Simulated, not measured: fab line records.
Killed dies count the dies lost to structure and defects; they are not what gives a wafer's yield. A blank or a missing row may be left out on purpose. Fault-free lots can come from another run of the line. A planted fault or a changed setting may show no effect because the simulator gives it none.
The tool behind it: which one? / flow sky130 / 11 lots with 33 wafers sampled at 4 steps, on a route of 708 steps

## WHAT THE GAUGES SHOWED, per wafer
SKY_VIA3_BOW_MEAS_03. Usual: for VIA3_BOW the level is 79 um and the standard deviation is 8.7.
lot=L920; measured=day 39 21:57; on=film metro-03; VIA3_BOW (um)=99 91 82; flag=
lot=L927; measured=day 41 06:47; on=film metro-03; VIA3_BOW (um)=91 85 88; flag=
lot=L929; measured=day 41 15:37; on=film metro-01; VIA3_BOW (um)=76 78 79; flag=
lot=L934; measured=day 42 21:27; on=film metro-03; VIA3_BOW (um)=66 78 94; flag=
lot=L933; measured=day 43 00:32; on=film metro-01; VIA3_BOW (um)=80 74 63; flag=
lot=L937; measured=day 43 21:17; on=film metro-01; VIA3_BOW (um)=75 86 82; flag=
lot=L935; measured=day 44 00:59; on=film metro-01; VIA3_BOW (um)=82 89 98; flag=
lot=L938; measured=day 44 03:27; on=film metro-04; VIA3_BOW (um)=68 66 79; flag=
lot=L939; measured=day 44 12:19; on=film metro-04; VIA3_BOW (um)=60 81 74; flag=
lot=L941; measured=day 44 18:46; on=film metro-04; VIA3_BOW (um)=77 71 76; flag=
lot=L942; measured=day 44 19:53; on=film metro-01; VIA3_BOW (um)=81 78 82; flag=

## TOOL THAT RAN EACH LOT (tool first, then ch and the chambers of the sampled wafers, then the start)
lot=L920; SKY_CAPM_METAL_ETCH_13=rie metal-04 ch 0,1, day 38 19:17; SKY_METAL3_DESCUM_15=rie metal-03 ch 0,1, day 39 20:19; SKY_METAL3_METAL_ETCH_18=rie metal-01 ch 0, day 39 20:28
lot=L927; SKY_CAPM_METAL_ETCH_13=rie metal-02 ch 0,1, day 40 04:14; SKY_METAL3_DESCUM_15=rie metal-04 ch 0,1, day 41 05:13; SKY_METAL3_METAL_ETCH_18=rie metal-01 ch 0,1, day 41 05:22
lot=L929; SKY_CAPM_METAL_ETCH_13=rie metal-02 ch 0, day 40 12:22; SKY_METAL3_DESCUM_15=rie metal-04 ch 0,1, day 41 14:08; SKY_METAL3_METAL_ETCH_18=rie metal-01 ch 0,1, day 41 14:20
lot=L934; SKY_CAPM_METAL_ETCH_13=rie metal-04 ch 0,1, day 41 19:35; SKY_METAL3_DESCUM_15=rie metal-04 ch 0, day 42 19:35; SKY_METAL3_METAL_ETCH_18=rie metal-03 ch 1, day 42 19:44
lot=L933; SKY_CAPM_METAL_ETCH_13=rie metal-02 ch 0,1, day 41 22:39; SKY_METAL3_DESCUM_15=rie metal-04 ch 0,1, day 42 22:43; SKY_METAL3_METAL_ETCH_18=rie metal-03 ch 0,1, day 42 22:52
lot=L937; SKY_CAPM_METAL_ETCH_13=rie metal-02 ch 0,1, day 42 19:56; SKY_METAL3_DESCUM_15=rie metal-04 ch 0,1, day 43 19:46; SKY_METAL3_METAL_ETCH_18=rie metal-03 ch 0,1, day 43 19:55
lot=L935; SKY_CAPM_METAL_ETCH_13=rie metal-02 ch 0,1, day 42 22:49; SKY_METAL3_DESCUM_15=rie metal-04 ch 0,1, day 43 23:22; SKY_METAL3_METAL_ETCH_18=rie metal-03 ch 0,1, day 43 23:34
lot=L938; SKY_CAPM_METAL_ETCH_13=rie metal-04 ch 0,1, day 43 02:23; SKY_METAL3_DESCUM_15=rie metal-01 ch 0,1, day 44 01:58; SKY_METAL3_METAL_ETCH_18=rie metal-03 ch 0,1, day 44 02:07
lot=L939; SKY_CAPM_METAL_ETCH_13=rie metal-04 ch 0,1, day 43 10:50; SKY_METAL3_DESCUM_15=rie metal-04 ch 0,1, day 44 10:50; SKY_METAL3_METAL_ETCH_18=rie metal-03 ch 0,1, day 44 10:59
lot=L941; SKY_CAPM_METAL_ETCH_13=rie metal-04 ch 0,1, day 43 17:14; SKY_METAL3_DESCUM_15=rie metal-01 ch 0, day 44 17:16; SKY_METAL3_METAL_ETCH_18=rie metal-04 ch 0,1, day 44 17:25
lot=L942; SKY_CAPM_METAL_ETCH_13=rie metal-01 ch 0,1, day 43 18:48; SKY_METAL3_DESCUM_15=rie metal-01 ch 0,1, day 44 18:26; SKY_METAL3_METAL_ETCH_18=rie metal-01 ch 0,1, day 44 18:35
- SKY_CAPM_METAL_ETCH_13: etches TiN in Cl2/BCl3, stops on SiO2, target depth 220 nm, time 62.9 s.
- SKY_METAL3_DESCUM_15: chemistry O2, time 8 s.
- SKY_METAL3_METAL_ETCH_18: etches the open film in Cl2/BCl3, stops on SiO2, target depth 845 nm, time 183.1 s.

## WHAT THE TOOLS THEMSELVES READ (means of the sampled wafers that have a number; where no wafer has one, the mark that the record gives instead)
SKY_CAPM_METAL_ETCH_13. Usual: bias w 48.51 W, standard deviation 0.15; drypump motor current A 5.70 A, standard deviation 0.2; oes product au 0.958 a.u., standard deviation 0.0071; throttle valve pct 21.890 %, standard deviation 0.0088.
lot=L920; tool=rie metal-04; bias w (W)=48.53; drypump motor current A (A)=5.56; oes product au (a.u.)=0.960; throttle valve pct (%)=21.890; flag=
lot=L927; tool=rie metal-02; bias w (W)=48.50; drypump motor current A (A)=5.71; oes product au (a.u.)=0.961; throttle valve pct (%)=21.891; flag=
lot=L929; tool=rie metal-02; bias w (W)=48.54; drypump motor current A (A)=5.70; oes product au (a.u.)=0.955; throttle valve pct (%)=21.886; flag=
lot=L934; tool=rie metal-04; bias w (W)=48.58; drypump motor current A (A)=5.53; oes product au (a.u.)=0.951; throttle valve pct (%)=21.886; flag=
lot=L933; tool=rie metal-02; bias w (W)=48.54; drypump motor current A (A)=5.68; oes product au (a.u.)=0.960; throttle valve pct (%)=21.884; flag=
lot=L937; tool=rie metal-02; bias w (W)=48.56; drypump motor current A (A)=5.68; oes product au (a.u.)=0.951; throttle valve pct (%)=21.893; flag=
lot=L935; tool=rie metal-02; bias w (W)=48.35; drypump motor current A (A)=5.67; oes product au (a.u.)=0.962; throttle valve pct (%)=21.887; flag=
lot=L938; tool=rie metal-04; bias w (W)=48.33; drypump motor current A (A)=5.70; oes product au (a.u.)=0.956; throttle valve pct (%)=21.887; flag=
lot=L939; tool=rie metal-04; bias w (W)=48.51; drypump motor current A (A)=5.55; oes product au (a.u.)=0.959; throttle valve pct (%)=21.890; flag=
lot=L941; tool=rie metal-04; bias w (W)=48.48; drypump motor current A (A)=5.55; oes product au (a.u.)=0.957; throttle valve pct (%)=21.890; flag=
lot=L942; tool=rie metal-01; bias w (W)=48.57; drypump motor current A (A)=5.93; oes product au (a.u.)=0.959; throttle valve pct (%)=21.895; flag=

SKY_METAL3_DESCUM_15. Usual: drypump motor current A 5.72 A, standard deviation 0.27; oes product au 0.996 a.u., standard deviation 0.01.
lot=L920; tool=rie metal-03; drypump motor current A (A)=5.97; oes product au (a.u.)=0.999; flag=
lot=L927; tool=rie metal-04; drypump motor current A (A)=5.54; oes product au (a.u.)=0.985; flag=
lot=L929; tool=rie metal-04; drypump motor current A (A)=5.68; oes product au (a.u.)=0.996; flag=
lot=L934; tool=rie metal-04; drypump motor current A (A)=5.42; oes product au (a.u.)=0.988; flag=
lot=L933; tool=rie metal-04; drypump motor current A (A)=5.55; oes product au (a.u.)=0.994; flag=
lot=L937; tool=rie metal-04; drypump motor current A (A)=5.54; oes product au (a.u.)=0.995; flag=
lot=L935; tool=rie metal-04; drypump motor current A (A)=5.71; oes product au (a.u.)=1.007; flag=
lot=L938; tool=rie metal-01; drypump motor current A (A)=5.73; oes product au (a.u.)=0.995; flag=
lot=L939; tool=rie metal-04; drypump motor current A (A)=5.55; oes product au (a.u.)=0.996; flag=
lot=L941; tool=rie metal-01; drypump motor current A (A)=6.12; oes product au (a.u.)=1.005; flag=
lot=L942; tool=rie metal-01; drypump motor current A (A)=5.70; oes product au (a.u.)=0.990; flag=

SKY_METAL3_METAL_ETCH_18. Usual: bias w 48.49 W, standard deviation 0.15; drypump motor current A 5.86 A, standard deviation 0.22; oes product au 0.867 a.u., standard deviation 0.0059; throttle valve pct 22.265 %, standard deviation 0.0087.
lot=L920; tool=rie metal-01; bias w (W)=48.58; drypump motor current A (A)=6.13; oes product au (a.u.)=0.868; throttle valve pct (%)=22.262; flag=
lot=L927; tool=rie metal-01; bias w (W)=47.53; drypump motor current A (A)=5.94; oes product au (a.u.)=0.863; throttle valve pct (%)=22.264; flag=OFF
lot=L929; tool=rie metal-01; bias w (W)=47.94; drypump motor current A (A)=5.69; oes product au (a.u.)=0.867; throttle valve pct (%)=22.268; flag=OFF
lot=L934; tool=rie metal-03; bias w (W)=48.37; drypump motor current A (A)=5.85; oes product au (a.u.)=0.864; throttle valve pct (%)=22.263; flag=
lot=L933; tool=rie metal-03; bias w (W)=48.57; drypump motor current A (A)=5.91; oes product au (a.u.)=0.870; throttle valve pct (%)=22.263; flag=
lot=L937; tool=rie metal-03; bias w (W)=48.71; drypump motor current A (A)=5.96; oes product au (a.u.)=0.868; throttle valve pct (%)=22.256; flag=
lot=L935; tool=rie metal-03; bias w (W)=48.45; drypump motor current A (A)=5.89; oes product au (a.u.)=0.864; throttle valve pct (%)=22.267; flag=
lot=L938; tool=rie metal-03; bias w (W)=48.36; drypump motor current A (A)=5.91; oes product au (a.u.)=0.869; throttle valve pct (%)=22.262; flag=
lot=L939; tool=rie metal-03; bias w (W)=48.46; drypump motor current A (A)=5.91; oes product au (a.u.)=0.860; throttle valve pct (%)=22.274; flag=
lot=L941; tool=rie metal-04; bias w (W)=48.41; drypump motor current A (A)=5.70; oes product au (a.u.)=0.871; throttle valve pct (%)=22.259; flag=
lot=L942; tool=rie metal-01; bias w (W)=48.44; drypump motor current A (A)=5.72; oes product au (a.u.)=0.865; throttle valve pct (%)=22.259; flag=

## THE ANSWER, worked out from the rows above alone
Rule: a lot counts as off when the mean over its wafers that have a number is more than 3 standard deviations away from the usual mean. A lot without any number at a reading at which 4 lots or more have one is off too. Any other lot the step has rows for is counted as sound. The gauges are gone through in route order, then the tools' own readings, and for those a lot's mean is taken as printed above. The first step at which some lot is off is used, and at that step the reading that is off furthest; a lot without a number counts as furthest.
Off, at SKY_METAL3_METAL_ETCH_18 on bias w: L927, L929.
A tool fits if, at that step or a process step before it, it ran every lot that is off, and no sound lot after the first of them. No candidate that was tried fits.

## WHAT THE SIMULATOR HAD INSERTED
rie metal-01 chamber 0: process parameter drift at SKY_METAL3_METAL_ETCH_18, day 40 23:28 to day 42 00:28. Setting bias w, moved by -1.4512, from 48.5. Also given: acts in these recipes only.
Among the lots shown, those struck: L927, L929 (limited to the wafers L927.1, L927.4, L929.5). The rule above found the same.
